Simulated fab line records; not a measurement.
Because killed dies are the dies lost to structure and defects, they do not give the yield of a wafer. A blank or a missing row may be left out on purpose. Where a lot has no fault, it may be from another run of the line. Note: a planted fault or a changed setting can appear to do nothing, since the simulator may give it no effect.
Which tool was responsible? ; flow gf180mcu ; at 1 step of a route of 602, 13 lots with 39 wafers sampled

== WHAT THE GAUGES READ, wafer by wafer ==
GF_V2_THK_MEAS_03.
lot;measured;on;V2_CVD_02_THK (nm)
L391;day 19 09:53;film_metro-01;844 853 853
L393;day 20 10:17;film_metro-01;845 861 853
L394;day 20 19:42;film_metro-03;830 843 839
L395;day 20 23:52;film_metro-03;860 864 871
L396;day 21 20:59;film_metro-01;840 842 854
L399;day 22 09:04;film_metro-03;859 866 874
L400;day 23 00:22;film_metro-02;834 851 850
L401;day 23 05:30;film_metro-02;840 861 855
L404;day 24 02:00;film_metro-03;820 841 844
L406;day 24 21:03;film_metro-01;842 838 859
L408;day 25 12:31;film_metro-03;839 847 859
L410;day 26 03:26;film_metro-03;839 845 861
L412;day 26 16:56;film_metro-02;830 851 859

== EACH LOT AND THE TOOL THAT RAN IT (in order: tool; ch and the chambers of the sampled wafers; start) ==
The record holds no process step before these readings.

== AS READ BY THE TOOLS THEMSELVES (means over the sampled wafers that have a number; for cases with no such wafer, the mark the record gives instead) ==
The record holds no such reading with a usual standard deviation.

== THE ANSWER, worked out from the rows above alone ==
Rule: usual is defined by the lots themselves. Put in order of their means at a reading, lots are off if they are a third of the lots or fewer, leave a main group of 4 or more, and stand apart from it by a gap of 3 or more times the standard deviation of the main group's means; of several such gaps the widest counts. Not used: any main group whose means are identical at the precision the tables above print for the reading. A lot without any number at a reading at which 4 lots or more have one is off too. Where the step has rows for the other lots, those lots are counted as sound. The gauges are gone through in route order, then the tools' own readings, and for those a lot's mean is taken as printed above. At the first step where some lot is off, the reading lying furthest off is the one used; lots without a number count as furthest.
No lot is off at any reading shown: from this, nothing can be told.

== WHAT THE SIMULATOR HAD PUT IN ==
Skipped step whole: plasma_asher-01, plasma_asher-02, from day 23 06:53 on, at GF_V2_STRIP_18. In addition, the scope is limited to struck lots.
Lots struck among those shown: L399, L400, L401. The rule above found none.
